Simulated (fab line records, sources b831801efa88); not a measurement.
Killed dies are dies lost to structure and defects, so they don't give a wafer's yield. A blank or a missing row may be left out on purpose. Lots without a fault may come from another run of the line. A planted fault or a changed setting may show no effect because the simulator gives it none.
fab line records | flow gf180mcu
record lots=5 wafers=15 last_day=34
route steps=602 shown MIM@515 M5@526 V5@540
lots that met no fault: from a run of the same line without faults
start_h: hours from the record's first day to the start of the lot's first wafer shown | wait_h: hours since the lot's step before | " the same as in the row above | L1.1+2: a row that stands for several wafers | - no value, or no start given | * or withheld: withheld | < > ~ a bound
route shown NAME@n: a module of which the file shows steps, and the number in the route of the first | usual: mean/standard deviation of fault-free wafers | same: alike in all rows | chamber/n: place in a boat | sites: the reading at each site | _std_site: their standard deviation | _edge_site: outer sites' mean less inner sites' | radius_mm: how far each site lies from the wafer's centre | mask NAME#n: copy n | behind: the tool/chamber that last shaped the wafer | hold: why the lot was held/for how many hours/how that ended | device: the transistor (n, p or np) that didn't switch | end of line: the same wafers' tests at the end of the route | a step without rows: its recipe alone | killed: dies lost to structure and defects at the first sort, not the wafer's yield | map: a wafer's dies, x killed, . not, _ none there
set.NAME: the setting as run; set.NAME@STEP: as run at that earlier step | model.NAME: the simulator's own value behind a step, which no gauge read
lots at some steps of the route; a table a step, a row a wafer
services: from which hour (start_h, from the record's first day; less than 0 if before it) a tool's chamber was out of use, for how many hours, and why
## steps
# step GF_MIM_DEHYDRATE_12
# recipe temp_c=200 time_s=60
# columns lot.wafer tool chamber start_h wait_h
L081.4+5+6 litho_track-03 0 630.82 9.9
L083.1+2+3 litho_track-02 0 652.35 10.0
L087.1+2+4 litho_track-03 0 682.44 8.8
L095.2+4+6 litho_track-04 0 726.12 7.9
L096.2+4+6 litho_track-04 0 737.17 8.1
# step GF_MIM_HMDS_13
# recipe prime_time_s=60 prime_temp_c=120
# usual prime_temp_c=119.99/0.15
# columns lot.wafer tool chamber start_h wait_h prime_temp_c
L081.4 litho_track-03 0 630.97 0.1 119.96
L081.5 " 0 " " 119.98
L081.6 " 0 " " 119.73
L083.1 litho_track-02 0 652.50 0.1 119.71
L083.2 " 0 " " 119.77
L083.3 " 0 " " 119.90
L087.1 litho_track-03 0 682.59 0.1 119.97
L087.2 " 0 " " 120.08
L087.4 " 0 " " 119.99
L095.2 litho_track-04 0 726.27 0.1 120.13
L095.4 " 0 " " 120.02
L095.6 " 0 " " 120.07
L096.2 litho_track-04 0 737.32 0.1 120.11
L096.4 " 0 " " 120.02
L096.6 " 0 " " 120.17
# step GF_MIM_COAT_14
# recipe resist=NOVOLAK spin_rpm=3000 resist_thk_nm=1000
# columns lot.wafer tool chamber start_h wait_h
L081.4+5+6 litho_track-03 0 631.12 0.1
L083.1+2+3 litho_track-02 0 652.65 0.1
L087.1+2+4 litho_track-03 0 682.74 0.1
L095.2+4+6 litho_track-04 0 726.42 0.1
L096.2+4+6 litho_track-04 0 737.47 0.1
# step GF_MIM_SOFTBAKE_15
# recipe temp_c=90 time_s=60 resist=NOVOLAK
# columns lot.wafer tool chamber start_h wait_h
L081.4+5+6 litho_track-03 0 631.27 0.1
L083.1+2+3 litho_track-02 0 652.80 0.1
L087.1+2+4 litho_track-03 0 682.89 0.1
L095.2+4+6 litho_track-04 0 726.57 0.1
L096.2+4+6 litho_track-04 0 737.62 0.1
# step GF_MIM_EXPOSE_16
# recipe mask_id=FuseTop target_cd_nm=2000 na=0.6 source_shape=conventional sigma_outer=0.6 dose_mj=140
# usual stage_vel_mm_s=500.03/0.24
# columns lot.wafer tool chamber start_h wait_h mask stage_vel_mm_s
L081.4 iline_stepper-02 0 - - FuseTop#0 500.38
L081.5 " 0 " " FuseTop#0 500.27
L081.6 " 0 " " FuseTop#0 500.06
L083.1 iline_stepper-02 0 - - FuseTop#0 500.11
L083.2 " 0 " " FuseTop#0 500.15
L083.3 " 0 " " FuseTop#0 500.49
L087.1 iline_stepper-02 0 - - FuseTop#0 499.86
L087.2 " 0 " " FuseTop#0 500.40
L087.4 " 0 " " FuseTop#0 500.08
L095.2 iline_stepper-01 0 - - FuseTop#0 500.08
L095.4 " 0 " " FuseTop#0 500.16
L095.6 " 0 " " FuseTop#0 500.11
L096.2 iline_stepper-02 0 - - FuseTop#0 499.85
L096.4 " 0 " " FuseTop#0 500.12
L096.6 " 0 " " FuseTop#0 499.58
# step GF_MIM_PEB_17
# recipe temp_c=withheld time_s=* resist=NOVOLAK
# columns lot.wafer tool chamber start_h wait_h
L081.4+5+6 litho_track-04 0 - -
L083.1+2+3 litho_track-03 0 - -
L087.1+2+4 litho_track-04 0 - -
L095.2+4+6 litho_track-04 0 - -
L096.2+4+6 litho_track-03 0 - -
# step GF_MIM_DEVELOP_18
# recipe develop_time_s=60 dev_temp_c=23
# same develop_time_s=60
# columns lot.wafer tool chamber start_h wait_h
L081.4+5+6 litho_track-04 0 641.27 0.1
L083.1+2+3 litho_track-03 0 662.09 0.1
L087.1+2+4 litho_track-04 0 692.54 0.1
L095.2+4+6 litho_track-04 0 735.37 0.1
L096.2+4+6 litho_track-03 0 745.32 0.1
# step GF_MIM_METAL_ETCH_19
# recipe chemistry=Cl2/BCl3 mask_material=NOVOLAK stop_on=Si3N4 target_depth_nm=324.5 pressure_mtorr=8 icp_w=800 bias_w=140 Cl2_flow_sccm=80 bcl3_flow_sccm=40 time_s=54.1
# usual drypump_motor_current_A=5.7/0.41 oes_product_au=0.940/0.0065 throttle_valve_pct=28.282/0.011
# columns lot.wafer tool chamber start_h wait_h drypump_motor_current_A oes_product_au rf_hours_counter_h throttle_valve_pct
L081.4 rie_metal-03 1 641.37 0.1 5.3 0.940 - 28.276
L081.5 " 1 " " 5.3 0.943 - 28.270
L081.6 " 0 " " 5.9 0.939 - 28.294
L083.1 rie_metal-03 0 662.24 0.1 5.9 0.936 14 28.292
L083.2 " 1 " " 5.3 0.931 2 28.294
L083.3 " 1 " " 5.3 0.931 - 28.286
L087.1 rie_metal-01 1 692.69 0.1 5.4 0.936 15 28.268
L087.2 " 0 " " 5.7 0.935 7 28.272
L087.4 " 0 " " 5.7 0.942 - 28.260
L095.2 rie_metal-03 1 735.49 0.1 5.3 0.953 6 28.259
L095.4 " 1 " " 5.3 0.938 - 28.287
L095.6 " 1 " " 5.3 0.953 - 28.286
L096.2 rie_metal-01 0 745.46 0.1 5.6 0.934 - 28.278
L096.4 " 0 " " 5.6 0.942 - 28.277
L096.6 " 0 " " 5.7 0.934 - 28.296
# step GF_MIM_STRIP_20
# recipe chemistry=O2/N2 power_w=1400 pressure_mtorr=1500 platen_temp_c=250 o2_flow_sccm=3000 n2_flow_sccm=300 overash_fraction=0.5
# usual drypump_motor_current_A=5.8/0.33 heater_power_w=358/46 o2_flow_sccm=3001/7.9 oes_product_au=0.692/0.0049 strip_time_to_endpoint_s=11.23/0.041
# columns lot.wafer tool chamber start_h wait_h drypump_motor_current_A heater_power_w o2_flow_sccm oes_product_au rf_hours_counter_h strip_time_to_endpoint_s
L081.4 plasma_asher-02 1 641.45 0.1 6.0 424 2990 0.700 - 11.24
L081.5 " 1 " " 6.0 422 3012 0.692 - 11.20
L081.6 " 0 " " 6.0 331 3001 0.689 - 11.22
L083.1 plasma_asher-02 1 662.31 0.0 6.0 424 2995 0.682 26 11.21
L083.2 " 0 " " 6.0 333 3014 0.697 26 11.21
L083.3 " 1 " " 6.0 427 3008 0.686 - 11.19
L087.1 plasma_asher-04 0 692.76 0.0 6.2 374 2996 0.690 86 11.27
L087.2 " 1 " " 5.5 315 3009 0.684 86 11.28
L087.4 " 1 " " 5.5 326 3001 0.690 - 11.29
L095.2 plasma_asher-02 0 735.56 0.0 6.0 326 2995 0.689 34 11.23
L095.4 " 0 " " 6.0 333 2999 0.687 - 11.20
L095.6 " 0 " " 6.0 330 2994 0.693 - 11.23
L096.2 plasma_asher-02 0 745.58 0.1 6.0 336 3000 0.694 35 11.18
L096.4 " 1 " " 6.0 427 2999 0.686 - 11.25
L096.6 " 0 " " 6.0 338 3019 0.693 - 11.23
# step GF_MIM_STRIP_21
# recipe chemistry=post_etch_residue_remover time_s=1200 temp_c=72.5
# columns lot.wafer tool chamber start_h wait_h
L081.4+5+6 wet_bench-01 2 641.51 0.0
L083.1+2+3 wet_bench-04 3 662.41 0.1
L087.1+2+4 wet_bench-01 2 692.86 0.1
L095.2+4+6 wet_bench-04 1 735.66 0.1
L096.2+4+6 wet_bench-03 1 745.68 0.1
# step GF_MIM_CLEAN_22
# recipe chemistry=DIW dry=n2_spin
# columns lot.wafer tool chamber start_h wait_h
L081.4+5+6 wet_bench-04 2 641.89 0.0
L083.1+2+3 wet_bench-01 3 662.75 0.0
L087.1+2+4 wet_bench-03 3 693.21 0.0
L095.2+4+6 wet_bench-03 2 736.01 0.0
L096.2+4+6 wet_bench-04 3 746.02 0.0
# step GF_M5_DEHYDRATE_00
# recipe temp_c=200 time_s=60
# columns lot.wafer tool chamber start_h wait_h
L081.4+5+6 litho_track-03 0 652.27 10.3
L083.1+2+3 litho_track-01 0 671.85 9.0
L087.1+2+4 litho_track-01 0 701.75 8.4
L095.2+4+6 litho_track-01 0 743.73 7.5
L096.2+4+6 litho_track-01 0 753.58 7.5
# step GF_M5_HMDS_01
# recipe prime_time_s=60 prime_temp_c=120
# usual prime_temp_c=119.99/0.15
# columns lot.wafer tool chamber start_h wait_h prime_temp_c
L081.4 litho_track-03 0 652.42 0.1 120.13
L081.5 " 0 " " 120.29
L081.6 " 0 " " 120.21
L083.1 litho_track-01 0 672.00 0.1 120.11
L083.2 " 0 " " 120.11
L083.3 " 0 " " 120.16
L087.1 litho_track-01 0 701.90 0.1 119.93
L087.2 " 0 " " 119.92
L087.4 " 0 " " 119.92
L095.2 litho_track-01 0 743.88 0.1 120.29
L095.4 " 0 " " 120.09
L095.6 " 0 " " 120.15
L096.2 litho_track-01 0 753.73 0.1 119.69
L096.4 " 0 " " 119.88
L096.6 " 0 " " 119.87
# step GF_M5_COAT_02
# recipe resist=KrF spin_rpm=withheld resist_thk_nm=1000
# columns lot.wafer tool chamber start_h wait_h
L081.4+5+6 litho_track-03 0 652.57 0.1
L083.1+2+3 litho_track-01 0 672.15 0.1
L087.1+2+4 litho_track-01 0 702.05 0.1
L095.2+4+6 litho_track-01 0 744.03 0.1
L096.2+4+6 litho_track-01 0 753.88 0.1
# step GF_M5_SOFTBAKE_03
# recipe temp_c=130 time_s=60 resist=KrF
# columns lot.wafer tool chamber start_h wait_h
L081.4+5+6 litho_track-03 0 652.72 0.1
L083.1+2+3 litho_track-01 0 672.30 0.1
L087.1+2+4 litho_track-01 0 702.20 0.1
L095.2+4+6 litho_track-01 0 744.18 0.1
L096.2+4+6 litho_track-01 0 754.03 0.1
# step GF_M5_EXPOSE_04
# recipe mask_id=Metal5 target_cd_nm=280 na=0.68 source_shape=conventional sigma_outer=0.6 dose_mj=28
# usual stage_vel_mm_s=500.00/0.25
# columns lot.wafer tool chamber start_h wait_h mask stage_vel_mm_s
L081.4 krf_scanner-01 0 - - Metal5#0 499.71
L081.5 " 0 " " Metal5#0 499.66
L081.6 " 0 " " Metal5#0 500.13
L083.1 krf_scanner-02 0 - - Metal5#0 500.30
L083.2 " 0 " " Metal5#0 500.54
L083.3 " 0 " " Metal5#0 500.25
L087.1 krf_scanner-02 0 - - Metal5#0 500.36
L087.2 " 0 " " Metal5#0 499.84
L087.4 " 0 " " Metal5#0 500.13
L095.2 krf_scanner-02 0 - - Metal5#0 499.89
L095.4 " 0 " " Metal5#0 500.30
L095.6 " 0 " " Metal5#0 500.15
L096.2 krf_scanner-01 0 - - Metal5#0 500.35
L096.4 " 0 " " Metal5#0 500.05
L096.6 " 0 " " Metal5#0 500.16
# step GF_M5_PEB_05
# recipe peb_temp_c=135 peb_time_s=90 resist=KrF
# columns lot.wafer tool chamber start_h wait_h
L081.4+5+6 litho_track-02 0 - -
L083.1+2+3 litho_track-02 0 - -
L087.1+2+4 litho_track-01 0 - -
L095.2+4+6 litho_track-01 0 - -
L096.2+4+6 litho_track-02 0 - -
# step GF_M5_DEVELOP_06
# recipe develop_time_s=60 dev_temp_c=21
# same develop_time_s=60
# columns lot.wafer tool chamber start_h wait_h
L081.4+5+6 litho_track-02 0 661.88 0.1
L083.1+2+3 litho_track-02 0 681.95 0.2
L087.1+2+4 litho_track-01 0 710.90 0.2
L095.2+4+6 litho_track-01 0 752.18 0.2
L096.2+4+6 litho_track-02 0 762.33 0.2
# step GF_M5_CD_MEAS_07
# recipe target_cd_nm=280
# usual cd_nm=280.1/1.2
# columns lot.wafer tool chamber start_h wait_h cd_nm
L081.4 cd_sem-01 - 662.01 0.1 280.6
L081.5 " - " " 281.1
L081.6 " - " " 281.5
L083.1 cd_sem-01 - 682.10 0.1 280.2
L083.2 " - " " 279.3
L083.3 " - " " 280.0
L087.1 cd_sem-02 - 711.05 0.1 282.1
L087.2 " - " " 282.4
L087.4 " - " " 283.6
L095.2 cd_sem-01 - 752.32 0.1 281.6
L095.4 " - " " 280.7
L095.6 " - " " 280.8
L096.2 cd_sem-01 - 762.47 0.1 280.3
L096.4 " - " " 281.1
L096.6 " - " " 280.9
# step GF_M5_OVL_MEAS_08
# usual M5_OVL=-6/4.1
# columns lot.wafer tool chamber start_h wait_h M5_OVL[nm]
L081.4 overlay-01 - 662.09 0.1 -5
L081.5 " - " " -7
L081.6 " - " " -6
L083.1 overlay-02 - 682.22 0.1 -4
L083.2 " - " " -9
L083.3 " - " " -1
L087.1 overlay-02 - 711.17 0.1 3
L087.2 " - " " -4
L087.4 " - " " -6
L095.2 overlay-02 - 752.43 0.1 -14
L095.4 " - " " -8
L095.6 " - " " -10
L096.2 overlay-02 - 762.58 0.1 -5
L096.4 " - " " -5
L096.6 " - " " -3
# step GF_M5_ETCH_09
# recipe chemistry=CF4/O2 target=Si3N4 target_depth_nm=52 source_w=800 bias_w=150 pressure_mtorr=150 cf4_flow_sccm=80 O2_flow_sccm=10 time_s=11.6
# usual cf4_flow_sccm=79.99/0.23 drypump_motor_current_A=5.8/0.39 oes_product_au=1.002/0.0094 throttle_valve_pct=5.970/0.01
# columns lot.wafer tool chamber start_h wait_h cf4_flow_sccm drypump_motor_current_A oes_product_au rf_hours_counter_h throttle_valve_pct
L081.4 rie_diel-04 0 662.12 0.0 79.93 5.2 0.995 - 5.973
L081.5 " 1 " " 80.00 6.4 0.984 - 5.969
L081.6 " 3 " " 79.71 6.4 1.001 - 5.962
L083.1 rie_diel-01 0 682.26 0.0 79.94 6.1 0.995 54 5.971
L083.2 " 3 " " 79.77 5.7 0.997 13 5.971
L083.3 " 2 " " 79.84 5.2 1.009 2 5.982
L087.1 rie_diel-01 3 711.21 0.0 80.29 5.7 1.013 15 5.973
L087.2 " 2 " " 80.01 5.2 1.011 4 5.966
L087.4 " 1 " " 79.96 5.7 1.009 30 5.970
L095.2 rie_diel-03 3 752.46 0.0 80.12 5.7 0.995 40 5.962
L095.4 " 1 " " 80.09 5.8 1.009 5 5.965
L095.6 " 2 " " 79.96 6.4 1.001 - 5.980
L096.2 rie_diel-03 3 762.61 0.0 79.93 5.7 1.001 41 5.966
L096.4 " 2 " " 80.55 6.4 1.017 - 5.972
L096.6 " 1 " " 80.04 5.8 1.001 - 5.955
# step GF_M5_METAL_ETCH_10
# recipe chemistry=Cl2/BCl3 mask_material=KrF target_depth_nm=750.8 stop_on=SiO2 pressure_mtorr=8 icp_w=800 bias_w=140 Cl2_flow_sccm=80 bcl3_flow_sccm=40 time_s=125.1
# usual drypump_motor_current_A=5.9/0.57 oes_product_au=0.991/0.0056 throttle_valve_pct=28.231/0.0098
# columns lot.wafer tool chamber start_h wait_h drypump_motor_current_A oes_product_au rf_hours_counter_h throttle_valve_pct
L081.4 rie_metal-01 0 662.17 0.0 5.6 0.986 - 28.225
L081.5 " 1 " " 5.3 0.990 - 28.230
L081.6 " 0 " " 5.7 0.986 - 28.232
L083.1 rie_metal-02 1 682.28 0.0 5.1 0.989 10 28.241
L083.2 " 0 " " 6.0 0.988 0 28.212
L083.3 " 0 " " 6.1 0.986 - 28.229
L087.1 rie_metal-02 1 711.23 0.0 5.2 0.994 11 28.216
L087.2 " 0 " " 6.1 0.999 2 28.230
L087.4 " 0 " " 6.1 0.995 - 28.222
L095.2 rie_metal-04 1 752.48 0.0 6.2 0.979 0 28.238
L095.4 " 1 " " 6.3 0.986 - 28.230
L095.6 " 1 " " 6.2 0.981 - 28.227
L096.2 rie_metal-04 1 762.63 0.0 6.3 0.982 1 28.248
L096.4 " 0 " " 6.7 0.990 - 28.237
L096.6 " 0 " " 6.7 0.992 - 28.219
# step GF_M5_STRIP_11
# recipe chemistry=O2/N2 power_w=1400 pressure_mtorr=1500 platen_temp_c=250 o2_flow_sccm=3000 n2_flow_sccm=300 overash_fraction=0.5
# usual drypump_motor_current_A=5.5/0.32 heater_power_w=338/27 o2_flow_sccm=2999/8.9 oes_product_au=0.522/0.0051 strip_time_to_endpoint_s=7.02/0.049
# columns lot.wafer tool chamber start_h wait_h drypump_motor_current_A heater_power_w o2_flow_sccm oes_product_au rf_hours_counter_h strip_time_to_endpoint_s
L081.4 plasma_asher-04 1 662.29 0.1 5.6 329 2999 0.514 - 7.05
L081.5 " 0 " " 6.1 379 2999 0.524 - 7.01
L081.6 " 1 " " 5.5 326 2999 0.520 - 7.02
L083.1 plasma_asher-04 1 682.41 0.1 5.6 335 2984 0.529 85 6.98
L083.2 " 0 " " 6.1 375 3004 0.518 85 6.98
L083.3 " 1 " " 5.6 326 2988 0.514 - 6.99
L087.1 plasma_asher-03 1 711.36 0.1 5.6 373 2994 0.523 59 7.00
L087.2 " 0 " " 5.6 330 2987 0.512 59 6.96
L087.4 " 1 " " 5.6 374 3005 0.514 - 6.94
L095.2 plasma_asher-01 1 752.61 0.1 5.4 306 2998 0.523 1 7.11
L095.4 " 1 " " 5.4 310 3003 0.526 - 7.11
L095.6 " 1 " " 5.4 309 2995 0.518 - 7.10
L096.2 plasma_asher-04 0 762.76 0.1 6.1 372 2990 0.526 94 7.10
L096.4 " 1 " " 5.5 319 3009 0.520 - 6.93
L096.6 " 0 " " 6.1 368 2991 0.529 - 6.95
# step GF_M5_STRIP_12
# recipe chemistry=post_etch_residue_remover time_s=1200 temp_c=72.5
# columns lot.wafer tool chamber start_h wait_h
L081.4+5+6 wet_bench-03 1 662.36 0.0
L083.1+2+3 wet_bench-03 0 682.51 0.1
L087.1+2+4 wet_bench-03 0 711.46 0.1
L095.2+4+6 wet_bench-02 1 752.71 0.1
L096.2+4+6 wet_bench-03 2 762.86 0.1
# step GF_M5_CLEAN_13
# recipe chemistry=DIW dry=n2_spin
# columns lot.wafer tool chamber start_h wait_h
L081.4+5+6 wet_bench-02 0 662.70 0.0
L083.1+2+3 wet_bench-03 1 682.85 0.0
L087.1+2+4 wet_bench-02 0 711.80 0.0
L095.2+4+6 wet_bench-04 3 753.05 0.0
L096.2+4+6 wet_bench-02 0 763.21 0.0
# step GF_V5_CVD_00
# recipe material=SiO2 target_thk_nm=300 sigma_open_frac=0.3 temp_c=400 time_s=50 sih4_flow_sccm=60 pressure_mtorr=6
# usual sih4_flow_sccm=60.02/0.19
# columns lot.wafer tool chamber start_h wait_h sih4_flow_sccm
L081.4 hdpcvd-01 0 662.82 0.0 60.07
L081.5 " 1 " " 59.87
L081.6 " 2 " " 59.93
L083.1 hdpcvd-02 0 682.94 0.0 60.04
L083.2 " 1 " " 59.99
L083.3 " 2 " " 60.06
L087.1 hdpcvd-01 2 711.89 0.0 59.79
L087.2 " 1 " " 59.93
L087.4 " 2 " " 59.91
L095.2 hdpcvd-02 1 753.14 0.0 59.78
L095.4 " 1 " " 59.85
L095.6 " 0 " " 60.18
L096.2 hdpcvd-02 0 763.31 0.0 60.18
L096.4 " 0 " " 59.98
L096.6 " 2 " " 60.01
# step GF_V5_THK_MEAS_01
# recipe reads=SiO2_of_V5_CVD_00
# usual V5_CVD_00_THK=297/3.1
# columns lot.wafer tool chamber start_h wait_h V5_CVD_00_THK[nm]
L081.4 film_metro-03 - 662.87 0.0 297
L081.5 " - " " 294
L081.6 " - " " 299
L083.1 film_metro-03 - 682.99 0.0 296
L083.2 " - " " 292
L083.3 " - " " 292
L087.1 film_metro-02 - 711.94 0.0 298
L087.2 " - " " 296
L087.4 " - " " 301
L095.2 film_metro-02 - 753.20 0.0 292
L095.4 " - " " 291
L095.6 " - " " 294
L096.2 film_metro-02 - 763.36 0.0 301
L096.4 " - " " 301
L096.6 " - " " 298
# step GF_V5_CVD_02
# recipe material=SiO2 target_thk_nm=1450 precursor=TEOS temp_c=400 time_s=163.28 rf_w=600
# usual heater_power_w=606/65
# columns lot.wafer tool chamber start_h wait_h heater_power_w
L081.4 pecvd-03 1 662.95 0.1 650
L081.5 " 0 " " 650
L081.6 " 2 " " 662
L083.1 pecvd-04 1 683.05 0.1 656
L083.2 " 2 " " 539
L083.3 " 0 " " 668
L087.1 pecvd-04 1 712.00 0.1 712
L087.2 " 0 " " 718
L087.4 " 0 " " 568
L095.2 pecvd-03 2 753.25 0.0 681
L095.4 " 0 " " 536
L095.6 " 2 " " 560
L096.2 pecvd-04 2 763.41 0.0 570
L096.4 " 2 " " 467
L096.6 " 1 " " 725
# step GF_V5_THK_MEAS_03
# recipe reads=SiO2_of_V5_CVD_02
# usual V5_CVD_02_THK=1452/19
# columns lot.wafer tool chamber start_h wait_h V5_CVD_02_THK[nm]
L081.4 film_metro-02 - 663.04 0.0 1476
L081.5 " - " " 1464
L081.6 " - " " 1464
L083.1 film_metro-03 - 683.16 0.1 1453
L083.2 " - " " 1431
L083.3 " - " " 1454
L087.1 film_metro-01 - 712.10 0.1 1459
L087.2 " - " " 1450
L087.4 " - " " 1463
L095.2 film_metro-03 - 753.36 0.1 1427
L095.4 " - " " 1466
L095.6 " - " " 1469
L096.2 film_metro-02 - 763.53 0.1 1417
L096.4 " - " " 1470
L096.6 " - " " 1475
# step GF_V5_CMP_04
# recipe material=SiO2 down_force_psi=4 platen_rpm=60 pad_velocity_m_s=0.94248
# usual head_pressure_psi=3.999/0.0087 motor_current_A=12.3/0.54 platen_rpm=59.99/0.039
# columns lot.wafer tool chamber start_h wait_h head_pressure_psi motor_current_A platen_rpm
L081.4 cmp-02 0 663.07 0.0 4.003 13.8 60.01
L081.5 " 0 " " 4.002 13.3 59.99
L081.6 " 1 " " 3.991 12.1 60.01
L083.2 cmp-02 3 683.27 0.1 3.994 11.7 60.07
L083.3 " 0 " " 3.996 13.3 59.93
L083.1 " 1 " " 3.987 12.5 59.95
L087.1 cmp-01 1 712.16 0.1 3.996 11.4 60.03
L087.2 " 3 " " 4.003 12.3 60.00
L087.4 " 0 " " 4.010 11.7 60.03
L095.4 cmp-02 0 753.41 0.0 4.008 12.6 59.99
L095.2 " 3 " " 4.005 11.5 60.00
L095.6 " 0 " " 3.994 13.4 60.03
L096.4 cmp-02 0 763.63 0.1 4.000 13.5 59.96
L096.2 " 1 " " 3.991 12.1 59.92
L096.6 " 0 " " 4.005 12.9 60.01
# step GF_V5_BOW_MEAS_05
# recipe mode=bow
# usual V5_BOW=134/10
# columns lot.wafer tool chamber start_h wait_h V5_BOW[um]
L081.4 film_metro-01 - 663.43 0.3 138
L081.5 " - " " 134
L081.6 " - " " 140
L083.1 film_metro-03 - 683.52 0.1 156
L083.2 " - " " 146
L083.3 " - " " 140
L087.1 film_metro-03 - 712.46 0.2 131
L087.2 " - " " 121
L087.4 " - " " 134
L095.2 film_metro-03 - 753.73 0.1 109
L095.4 " - " " 129
L095.6 " - " " 113
L096.2 film_metro-03 - 763.90 0.2 113
L096.4 " - " " 116
L096.6 " - " " 114
# step GF_V5_DEHYDRATE_06
# recipe temp_c=200 time_s=60
# columns lot.wafer tool chamber start_h wait_h
L081.4+5+6 litho_track-03 0 672.22 8.8
L083.1+2+3 litho_track-04 0 692.69 9.2
L087.1+2+4 litho_track-01 0 720.65 8.2
L095.2+4+6 litho_track-04 0 761.27 7.5
L096.2+4+6 litho_track-01 0 771.58 7.7
# step GF_V5_HMDS_07
# recipe prime_time_s=60 prime_temp_c=120
# usual prime_temp_c=120.00/0.13
# columns lot.wafer tool chamber start_h wait_h prime_temp_c
L081.4 litho_track-03 0 672.37 0.1 119.83
L081.5 " 0 " " 120.06
L081.6 " 0 " " 120.05
L083.1 litho_track-04 0 692.84 0.1 120.01
L083.2 " 0 " " 119.99
L083.3 " 0 " " 119.92
L087.1 litho_track-01 0 720.80 0.1 120.03
L087.2 " 0 " " 120.12
L087.4 " 0 " " 120.07
L095.2 litho_track-04 0 761.42 0.1 120.10
L095.4 " 0 " " 119.98
L095.6 " 0 " " 119.98
L096.2 litho_track-01 0 771.73 0.1 120.03
L096.4 " 0 " " 120.03
L096.6 " 0 " " 119.80
# step GF_V5_COAT_08
# recipe resist=BARC temp_c=withheld time_s=withheld spin_rpm=withheld resist_thk_nm=withheld
# columns lot.wafer tool chamber start_h wait_h
L081.4+5+6 litho_track-03 0 672.52 0.1
L083.1+2+3 litho_track-04 0 692.99 0.1
L087.1+2+4 litho_track-01 0 720.95 0.1
L095.2+4+6 litho_track-04 0 761.57 0.1
L096.2+4+6 litho_track-01 0 771.88 0.1
# step GF_V5_COAT_09
# recipe resist=KrF spin_rpm=withheld resist_thk_nm=1000
# columns lot.wafer tool chamber start_h wait_h
L081.4+5+6 litho_track-03 0 - -
L083.1+2+3 litho_track-04 0 - -
L087.1+2+4 litho_track-01 0 - -
L095.2+4+6 litho_track-04 0 - -
L096.2+4+6 litho_track-01 0 - -
# step GF_V5_SOFTBAKE_10
# recipe temp_c=130 time_s=60 resist=KrF
# columns lot.wafer tool chamber start_h wait_h
L081.4+5+6 litho_track-03 0 - -
L083.1+2+3 litho_track-04 0 - -
L087.1+2+4 litho_track-01 0 - -
L095.2+4+6 litho_track-04 0 - -
L096.2+4+6 litho_track-01 0 - -
# step GF_V5_EXPOSE_11
# recipe mask_id=Via5 target_cd_nm=260 na=0.68 source_shape=conventional sigma_outer=0.6 dose_mj=38
# usual stage_vel_mm_s=499.97/0.23
# columns lot.wafer tool chamber start_h wait_h mask stage_vel_mm_s
L081.4 krf_scanner-02 0 - - Via5#0 499.80
L081.5 " 0 " " Via5#0 500.19
L081.6 " 0 " " Via5#0 500.23
L083.1 krf_scanner-02 0 - - Via5#0 500.14
L083.2 " 0 " " Via5#0 500.01
L083.3 " 0 " " Via5#0 500.26
L087.1 krf_scanner-01 0 - - Via5#0 500.04
L087.2 " 0 " " Via5#0 499.99
L087.4 " 0 " " Via5#0 500.13
L095.2 krf_scanner-02 0 - - Via5#0 499.81
L095.4 " 0 " " Via5#0 499.73
L095.6 " 0 " " Via5#0 499.71
L096.2 krf_scanner-02 0 - - Via5#0 500.22
L096.4 " 0 " " Via5#0 500.19
L096.6 " 0 " " Via5#0 500.31
# step GF_V5_PEB_12
# recipe peb_temp_c=133.8 peb_time_s=90 resist=KrF
# columns lot.wafer tool chamber start_h wait_h
L081.4+5+6 litho_track-03 0 - -
L083.1+2+3 litho_track-01 0 - -
L087.1+2+4 litho_track-03 0 - -
L095.2+4+6 litho_track-03 0 - -
L096.2+4+6 litho_track-04 0 - -
# step GF_V5_DEVELOP_13
# recipe develop_time_s=60 resist=KrF dev_temp_c=21
# same develop_time_s=60
# columns lot.wafer tool chamber start_h wait_h
L081.4+5+6 litho_track-03 0 682.37 0.1
L083.1+2+3 litho_track-01 0 702.55 0.2
L087.1+2+4 litho_track-03 0 729.54 0.2
L095.2+4+6 litho_track-03 0 769.97 0.2
L096.2+4+6 litho_track-04 0 779.82 0.2
# step GF_V5_CD_MEAS_14
# recipe target_cd_nm=260
# usual cd_nm=259.7/1.1
# columns lot.wafer tool chamber start_h wait_h cd_nm
L081.4 cd_sem-02 - 682.50 0.1 261.6
L081.5 " - " " 261.2
L081.6 " - " " 259.9
L083.1 cd_sem-01 - 702.71 0.1 260.0
L083.2 " - " " 260.3
L083.3 " - " " 259.3
L087.1 cd_sem-01 - 729.69 0.1 260.3
L087.2 " - " " 259.5
L087.4 " - " " 259.9
L095.2 cd_sem-02 - 770.11 0.1 256.4
L095.4 " - " " 258.1
L095.6 " - " " 256.7
L096.2 cd_sem-01 - 779.96 0.1 258.4
L096.4 " - " " 259.3
L096.6 " - " " 258.5
# step GF_V5_OVL_MEAS_15
# usual V5_OVL=0/4.8
# columns lot.wafer tool chamber start_h wait_h V5_OVL[nm]
L081.4 overlay-01 - 682.58 0.1 7
L081.5 " - " " -2
L081.6 " - " " 1
L083.1 overlay-02 - 702.83 0.1 0
L083.2 " - " " -6
L083.3 " - " " 3
L087.1 overlay-02 - 729.81 0.1 1
L087.2 " - " " -1
L087.4 " - " " -7
L095.2 overlay-01 - 770.22 0.1 -2
L095.4 " - " " 2
L095.6 " - " " 4
L096.2 overlay-02 - 780.07 0.1 9
L096.4 " - " " 2
L096.6 " - " " 5
## services
# columns tool chamber start_h hours kind
krf_scanner-02 - 607.28 1.3 pm
krf_scanner-01 - 613.58 0.8 pm
rie_diel-03 3 616.67 5.3 repair
rie_diel-01 2 627.12 6.9 repair
cmp-02 - 633.25 5.3 pm
pecvd-03 0 638.83 5.7 repair
rie_diel-01 2 640.13 8.2 repair
krf_scanner-02 - 648.08 4.7 repair
iline_stepper-02 - 648.28 4.4 pm
rie_metal-02 - 657.53 14.6 pm
rie_metal-03 - 659.17 0.2 repair
krf_scanner-01 - 672.37 1.0 pm
cmp-02 - 684.63 1.1 repair
wet_bench-03 - 688.48 1.4 repair
krf_scanner-01 - 690.28 1.3 pm
rie_metal-03 - 692.10 1.4 pm
krf_scanner-02 - 708.10 0.8 pm
pecvd-04 - 720.69 4.3 repair
cmp-02 - 732.13 0.8 repair
cmp-02 - 744.00 4.0 pm
krf_scanner-01 - 754.80 36.0 pm
hdpcvd-02 - 760.39 2.4 repair
iline_stepper-02 - 765.30 4.2 repair
wet_bench-03 - 777.99 2.3 repair
## key
fault none
